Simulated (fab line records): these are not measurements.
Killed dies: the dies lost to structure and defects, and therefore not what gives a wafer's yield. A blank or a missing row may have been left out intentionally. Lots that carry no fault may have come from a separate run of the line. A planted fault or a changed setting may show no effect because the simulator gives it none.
What tool caused it? | flow sky130 | 7 lots with 21 wafers sampled at 4 steps, on a route of 708 steps

## WHAT THE GAUGES READ, wafer by wafer
SKY_VT_ADJUST_PCH_TW_MEAS_10.
lot  | measured     | on            | VT_ADJUST_PCH_TW
L222 | day 10 14:10 | film-metro-01 | 142.6 142.8 142.5
L224 | day 11 10:55 | film-metro-03 | 142.8 143.5 143.4
L229 | day 13 00:58 | film-metro-01 | 30.2 30.3 30.2
L235 | day 15 05:41 | film-metro-01 | 145.5 144.0 144.3
L238 | day 15 17:07 | film-metro-01 | 143.7 144.7 143.7
L240 | day 16 14:01 | film-metro-03 | 144.4 143.7 142.8
L242 | day 17 02:58 | film-metro-04 | 143.5 143.3 143.2

## WHAT TOOL EACH LOT RAN ON (gives the tool, then ch and the chambers of the sampled wafers, and finally the start)
lot  | SKY_NWELL_RTA_28                 | SKY_VT_ADJUST_HVTR_STRIP_10          | SKY_VT_ADJUST_PCH_STRIP_09
L222 | rtp-anneal-01 ch 0, day 5 13:02  | plasma-asher-04 ch 1, day 9 15:10    | plasma-asher-03 ch 0,1, day 10 14:04
L224 | rtp-anneal-02 ch 0, day 6 05:23  | plasma-asher-04 ch 0,1, day 10 11:20 | plasma-asher-01 ch 0,1, day 11 10:49
L229 | rtp-anneal-02 ch 0, day 7 11:05  | plasma-asher-04 ch 0,1, day 11 23:30 | plasma-asher-02 ch 0,1, day 13 00:52
L235 | rtp-anneal-01 ch 0, day 9 04:02  | plasma-asher-02 ch 0,1, day 14 02:04 | plasma-asher-01 ch 0,1, day 15 05:35
L238 | rtp-anneal-01 ch 0, day 9 11:44  | plasma-asher-02 ch 0,1, day 14 14:09 | plasma-asher-03 ch 0,1, day 15 17:01
L240 | rtp-anneal-01 ch 0, day 10 03:38 | plasma-asher-02 ch 0,1, day 15 09:23 | plasma-asher-03 ch 0,1, day 16 13:55
L242 | rtp-anneal-02 ch 0, day 10 13:37 | plasma-asher-03 ch 0,1, day 15 21:36 | plasma-asher-02 ch 0,1, day 17 02:52
- SKY_NWELL_RTA_28: time 30 s.
- SKY_VT_ADJUST_HVTR_STRIP_10: strips in O2/N2.
- SKY_VT_ADJUST_PCH_STRIP_09: strips in O2/N2.

## THE ANSWER, worked out from the rows above alone
Rule: what is usual is taken from the lots themselves. Put in order of their means at a reading, lots are off if they are a third of the lots or fewer, leave a main group of 4 or more, and stand apart from it by a gap of 3 or more times the standard deviation of the main group's means; of several such gaps the widest counts. The tables above print the reading to a certain number of digits; a main group whose means all agree to those digits is not used. Also off: a lot with no number at a reading for which 4 or more lots have one. The other lots that the step has rows for count as sound.
Off: L229, at SKY_VT_ADJUST_PCH_TW_MEAS_10 (VT_ADJUST_PCH_TW). The main group has a mean of 143.6 with a standard deviation of 0.62.
A tool fits if, at a process step before that reading, it ran every lot that is off, and no sound lot after the first of them. The gauges at SKY_VT_ADJUST_PCH_TW_MEAS_10 are tried like those tools. One fits: plasma-asher-04 at SKY_VT_ADJUST_HVTR_STRIP_10. A fault onset in the window from L224 (day 10 11:20, its last sound lot) to L229 (day 11 23:30, its first lot off) fits.

## WHAT THE SIMULATOR PUT IN
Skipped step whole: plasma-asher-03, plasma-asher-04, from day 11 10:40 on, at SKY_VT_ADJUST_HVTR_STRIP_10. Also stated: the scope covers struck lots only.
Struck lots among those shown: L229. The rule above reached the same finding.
